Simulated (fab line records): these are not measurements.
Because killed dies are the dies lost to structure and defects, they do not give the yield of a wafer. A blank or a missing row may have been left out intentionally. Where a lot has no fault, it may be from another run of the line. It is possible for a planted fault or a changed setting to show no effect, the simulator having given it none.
Which tool is to blame? ; flow sky130 ; 11 lots, 32 wafers sampled, at 1 step of a route of 708

WHAT EACH GAUGE READ, for each wafer
SKY_METAL2_RS_MEAS_05: measures by four-point-probe.
lot;measured;on;METAL2_ALCU_RS (ohm/sq)
L276;day 34 12:22;film_metro-03;0.1282 0.1295 0.1299
L277;day 34 21:23;film_metro-03;0.1271 0.1255 0.1266
L280;day 36 04:46;film_metro-03;0.1275 0.1250 0.1253
L281;day 36 05:40;film_metro-04;0.1265 0.1262 0.1258
L282;day 36 07:31;film_metro-03;0.1259 0.1277 0.1265
L283;day 37 14:36;film_metro-02;0.1282 0.1289 0.1281
L284;day 37 16:43;film_metro-03;0.1263 0.1283 0.1275
L286;day 37 21:53;film_metro-03;0.1253 0.1281 0.1270
L287;day 38 05:09;film_metro-04;0.1255 0.1261
L288;day 38 23:17;film_metro-02;0.1274 0.1282 0.1269
L297;day 41 03:00;film_metro-02;0.1265 0.1274 0.1283

EACH LOT AND THE TOOL THAT RAN IT (in order: tool; ch and the chambers of the sampled wafers; start)
The record holds no process step before these readings.

THE ANSWER, worked out from the rows above alone
Rule: the lots themselves supply what counts as usual. The widest of any qualifying gaps counts: lots, ordered by their means at a reading, are off when they make up no more than a third of the lots, leave a main group of 4 or more, and stand apart from it by 3 or more times the standard deviation of that group's means. A main group whose means are all the same, to the digits that the tables above print for the reading, isn't used. Also off: a lot with no number at a reading for which 4 or more lots have one. Any other lot the step has rows for is counted as sound.
Across all readings shown, no lot is off: no conclusion can be drawn from this.

WHAT HAD BEEN PUT IN BY THE SIMULATOR
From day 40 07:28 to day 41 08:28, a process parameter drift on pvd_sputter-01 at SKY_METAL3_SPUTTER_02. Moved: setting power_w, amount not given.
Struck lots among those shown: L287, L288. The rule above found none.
